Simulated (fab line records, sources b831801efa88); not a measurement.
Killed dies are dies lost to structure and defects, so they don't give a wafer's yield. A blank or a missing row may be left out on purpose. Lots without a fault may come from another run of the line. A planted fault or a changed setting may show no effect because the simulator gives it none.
fab line records | flow sky130 | part 2 of 2: steps 33 to 45 of 45
record lots=5 wafers=15 last_day=49
route steps=708 shown NWELL@79 PWDE@84 VT_ADJUST_HVTP@85 VT_ADJUST_LVTN@97 VT_ADJUST_NCORE@119
lots that met no fault: from a run of the same line without faults
start_h: hours from the record's first day to the start of the lot's first wafer shown | wait_h: hours since the lot's step before | " the same as in the row above | L1.1+2: a row that stands for several wafers | - no value, or no start given | * or withheld: withheld | < > ~ a bound
route shown NAME@n: a module of which the file shows steps, and the number in the route of the first | usual: mean/standard deviation of fault-free wafers | same: alike in all rows | chamber/n: place in a boat | sites: the reading at each site | _std_site: their standard deviation | _edge_site: outer sites' mean less inner sites' | radius_mm: how far each site lies from the wafer's centre | mask NAME#n: copy n | behind: the tool/chamber that last shaped the wafer | hold: why the lot was held/for how many hours/how that ended | device: the transistor (n, p or np) that didn't switch | end of line: the same wafers' tests at the end of the route | a step without rows: its recipe alone | killed: dies lost to structure and defects at the first sort, not the wafer's yield | map: a wafer's dies, x killed, . not, _ none there
set.NAME: the setting as run; set.NAME@STEP: as run at that earlier step | model.NAME: the simulator's own value behind a step, which no gauge read
lots at some steps of the route; a table a step, a row a wafer
services: from which hour (start_h, from the record's first day; less than 0 if before it) a tool's chamber was out of use, for how many hours, and why
## steps
# step SKY_VT_ADJUST_LVTN_EXPOSE_15
# recipe mask_id=HVN_STD_DERIVED na=0.6 source_shape=conventional sigma_outer=0.6 polarization=unpolarized target_cd_nm=600 dose_mj=163
# columns lot.wafer tool chamber start_h wait_h mask
L076.1+2+5 iline_stepper-02 0 - - HVN_STD_DERIVED#0
L077.2+3+5 iline_stepper-02 0 - - HVN_STD_DERIVED#0
L082.3+5+6 iline_stepper-02 0 - - HVN_STD_DERIVED#0
L087.1+3+4 iline_stepper-02 0 - - HVN_STD_DERIVED#0
L090.1+2+6 iline_stepper-01 0 - - HVN_STD_DERIVED#0
# step SKY_VT_ADJUST_LVTN_PEB_16
# recipe temp_c=withheld time_s=* resist=NOVOLAK
# columns lot.wafer tool chamber start_h wait_h
L076.1+2+5 litho_track-04 0 - -
L077.2+3+5 litho_track-04 0 - -
L082.3+5+6 litho_track-04 0 - -
L087.1+3+4 litho_track-02 0 - -
L090.1+2+6 litho_track-03 0 - -
# step SKY_VT_ADJUST_LVTN_DEVELOP_17
# recipe resist=NOVOLAK developer=TMAH develop_time_s=60 dev_temp_c=23
# usual developer_temp_C=22.98/0.098
# columns lot.wafer tool chamber start_h wait_h developer_temp_C
L076.1 litho_track-04 0 175.83 0.1 23.18
L076.2 " 0 " " 22.91
L076.5 " 0 " " 22.99
L077.2 litho_track-04 0 182.95 0.1 23.01
L077.3 " 0 " " 22.86
L077.5 " 0 " " 22.98
L082.3 litho_track-04 0 217.18 0.1 22.88
L082.5 " 0 " " 22.99
L082.6 " 0 " " 22.90
L087.1 litho_track-02 0 247.84 0.1 22.88
L087.3 " 0 " " 22.91
L087.4 " 0 " " 22.96
L090.1 litho_track-03 0 271.96 0.1 23.18
L090.2 " 0 " " 23.05
L090.6 " 0 " " 23.03
# step SKY_VT_ADJUST_LVTN_OVL_MEAS_18
# usual VT_ADJUST_LVTN_01_OVL=-0.3/1.3
# columns lot.wafer tool chamber start_h wait_h VT_ADJUST_LVTN_01_OVL[nm]
L076.1 overlay-01 - 175.98 0.1 -0.6
L076.2 " - " " -0.4
L076.5 " - " " 1.4
L077.2 overlay-01 - 183.09 0.1 -3.3
L077.3 " - " " -1.6
L077.5 " - " " -1.6
L082.3 overlay-01 - 217.29 0.1 -0.7
L082.5 " - " " -0.5
L082.6 " - " " 2.5
L087.1 overlay-01 - 247.99 0.1 -2.3
L087.3 " - " " -1.8
L087.4 " - " " -3.4
L090.1 overlay-01 - 272.11 0.1 -0.7
L090.2 " - " " -1.3
L090.6 " - " " -1.2
# step SKY_VT_ADJUST_LVTN_IMPLANT_19
# recipe species=B energy_kev=30 dose_cm2=6.5e+11 tilt_deg=withheld
# columns lot.wafer tool chamber start_h wait_h
L076.1+2+5 implanter-03 0 176.02 0.0
L077.2+3+5 implanter-02 0 183.14 0.0
L082.3+5+6 implanter-04 0 217.36 0.1
L087.1+3+4 implanter-02 0 248.02 0.0
L090.1+2+6 implanter-03 0 272.14 0.0
# step SKY_VT_ADJUST_LVTN_STRIP_20
# recipe chemistry=O2/N2 power_w=1400 pressure_mtorr=1500 platen_temp_c=withheld o2_flow_sccm=3000 n2_flow_sccm=300 overash_fraction=0.5
# usual drypump_motor_current_A=5.2/0.38 oes_product_au=0.716/0.004 strip_time_to_endpoint_s=14.17/0.041
# columns lot.wafer tool chamber start_h wait_h drypump_motor_current_A oes_product_au rf_hours_counter_h strip_time_to_endpoint_s
L076.1 plasma_asher-02 0 176.17 0.1 4.9 0.715 35 14.23
L076.2 " 1 " " 4.8 0.717 35 14.19
L076.5 " 0 " " 4.8 0.717 - 14.24
L077.2 plasma_asher-02 0 183.27 0.1 4.8 0.718 36 14.11
L077.3 " 0 " " 4.8 0.722 - 14.06
L077.5 " 1 " " 4.9 0.719 - 14.15
L082.3 plasma_asher-04 0 217.50 0.1 5.4 0.715 - 14.16
L082.5 " 0 " " 5.4 0.714 - 14.15
L082.6 " 1 " " 5.3 0.715 - 14.16
L087.1 plasma_asher-04 1 248.17 0.1 5.3 0.720 59 14.18
L087.3 " 0 " " 5.5 0.708 - 14.20
L087.4 " 1 " " 5.3 0.715 - 14.13
L090.1 plasma_asher-04 1 272.29 0.1 5.3 0.720 62 14.17
L090.2 " 0 " " 5.5 0.710 62 14.13
L090.6 " 0 " " 5.4 0.719 - 14.23
# step SKY_VT_ADJUST_LVTN_TW_MEAS_21
# usual VT_ADJUST_LVTN_2_TW=189.1/1.9
# columns lot.wafer tool chamber start_h wait_h VT_ADJUST_LVTN_2_TW
L076.1 film_metro-03 - 176.27 0.1 193.2
L076.2 " - " " 192.9
L076.5 " - " " 192.3
L077.2 film_metro-03 - 183.38 0.1 191.5
L077.3 " - " " 192.5
L077.5 " - " " 191.6
L082.3 film_metro-03 - 217.58 0.1 190.7
L082.5 " - " " 192.2
L082.6 " - " " 190.7
L087.1 film_metro-03 - 248.27 0.1 190.9
L087.3 " - " " 191.6
L087.4 " - " " 191.9
L090.1 film_metro-02 - 272.39 0.1 187.2
L090.2 " - " " 188.2
L090.6 " - " " 187.6
# step SKY_VT_ADJUST_NCORE_DEHYDRATE_00
# recipe temp_c=200 time_s=60
# columns lot.wafer tool chamber start_h wait_h
L076.1+2+5 litho_track-04 0 186.13 9.9
L077.2+3+5 litho_track-01 0 193.16 9.8
L082.3+5+6 litho_track-02 0 227.44 9.8
L087.1+3+4 litho_track-02 0 259.44 11.2
L090.1+2+6 litho_track-02 0 283.24 10.8
# step SKY_VT_ADJUST_NCORE_HMDS_01
# recipe prime_time_s=60 prime_temp_c=120
# usual prime_temp_c=119.98/0.15
# columns lot.wafer tool chamber start_h wait_h prime_temp_c
L076.1 litho_track-04 0 186.28 0.1 119.93
L076.2 " 0 " " 120.20
L076.5 " 0 " " 120.07
L077.2 litho_track-01 0 193.31 0.1 119.94
L077.3 " 0 " " 120.03
L077.5 " 0 " " 119.81
L082.3 litho_track-02 0 227.59 0.1 120.10
L082.5 " 0 " " 119.92
L082.6 " 0 " " 120.02
L087.1 litho_track-02 0 259.59 0.1 119.94
L087.3 " 0 " " 120.01
L087.4 " 0 " " 120.04
L090.1 litho_track-02 0 283.39 0.1 119.93
L090.2 " 0 " " 119.90
L090.6 " 0 " " 120.17
# step SKY_VT_ADJUST_NCORE_COAT_02
# recipe resist=NOVOLAK spin_rpm=3000 resist_thk_nm=1140
# columns lot.wafer tool chamber start_h wait_h
L076.1+2+5 litho_track-04 0 186.43 0.1
L077.2+3+5 litho_track-01 0 193.46 0.1
L082.3+5+6 litho_track-02 0 227.74 0.1
L087.1+3+4 litho_track-02 0 259.74 0.1
L090.1+2+6 litho_track-02 0 283.54 0.1
# step SKY_VT_ADJUST_NCORE_SOFTBAKE_03
# recipe temp_c=90 time_s=60 resist=NOVOLAK
# columns lot.wafer tool chamber start_h wait_h
L076.1+2+5 litho_track-04 0 186.58 0.1
L077.2+3+5 litho_track-01 0 193.61 0.1
L082.3+5+6 litho_track-02 0 227.89 0.1
L087.1+3+4 litho_track-02 0 259.89 0.1
L090.1+2+6 litho_track-02 0 283.69 0.1
# step SKY_VT_ADJUST_NCORE_EXPOSE_04
# recipe mask_id=LVTN_COMPLEMENT_THIN na=0.6 source_shape=conventional sigma_outer=0.6 polarization=unpolarized target_cd_nm=380 dose_mj=139
# columns lot.wafer tool chamber start_h wait_h mask
L076.1+2+5 iline_stepper-01 0 - - LVTN_COMPLEMENT_THIN#0
L077.2+3+5 iline_stepper-02 0 - - LVTN_COMPLEMENT_THIN#0
L082.3+5+6 iline_stepper-01 0 - - LVTN_COMPLEMENT_THIN#0
L087.1+3+4 iline_stepper-02 0 - - LVTN_COMPLEMENT_THIN#0
L090.1+2+6 iline_stepper-02 0 - - LVTN_COMPLEMENT_THIN#0
# step SKY_VT_ADJUST_NCORE_PEB_05
# recipe temp_c=withheld time_s=* resist=NOVOLAK
# columns lot.wafer tool chamber start_h wait_h
L076.1+2+5 litho_track-02 0 - -
L077.2+3+5 litho_track-01 0 - -
L082.3+5+6 litho_track-02 0 - -
L087.1+3+4 litho_track-01 0 - -
L090.1+2+6 litho_track-01 0 - -
## services
# columns tool chamber start_h hours kind
plasma_asher-03 - 108.75 9.0 pm
plasma_asher-02 - 109.82 14.6 pm
plasma_asher-04 - 120.33 2.6 repair
plasma_asher-04 - 138.46 0.5 repair
implanter-03 - 142.49 0.9 repair
implanter-02 - 148.31 1.5 repair
plasma_asher-04 - 152.22 0.4 repair
implanter-03 - 156.65 5.1 repair
wet_bench-02 - 160.24 1.9 repair
iline_stepper-01 - 168.76 1.7 pm
plasma_asher-01 - 172.65 14.6 pm
implanter-01 - 174.63 3.8 repair
iline_stepper-02 - 201.23 1.7 pm
plasma_asher-02 - 206.37 21.0 repair
plasma_asher-03 - 212.21 0.8 repair
plasma_asher-01 - 225.24 1.5 repair
plasma_asher-02 - 227.35 12.8 pm
wet_bench-03 - 231.46 1.6 repair
implanter-01 - 237.84 2.6 pm
implanter-03 - 254.78 3.5 repair
plasma_asher-02 - 260.84 16.8 repair
iline_stepper-01 - 261.53 13.3 repair
plasma_asher-04 - 276.32 5.2 repair
implanter-02 - 286.81 2.1 repair
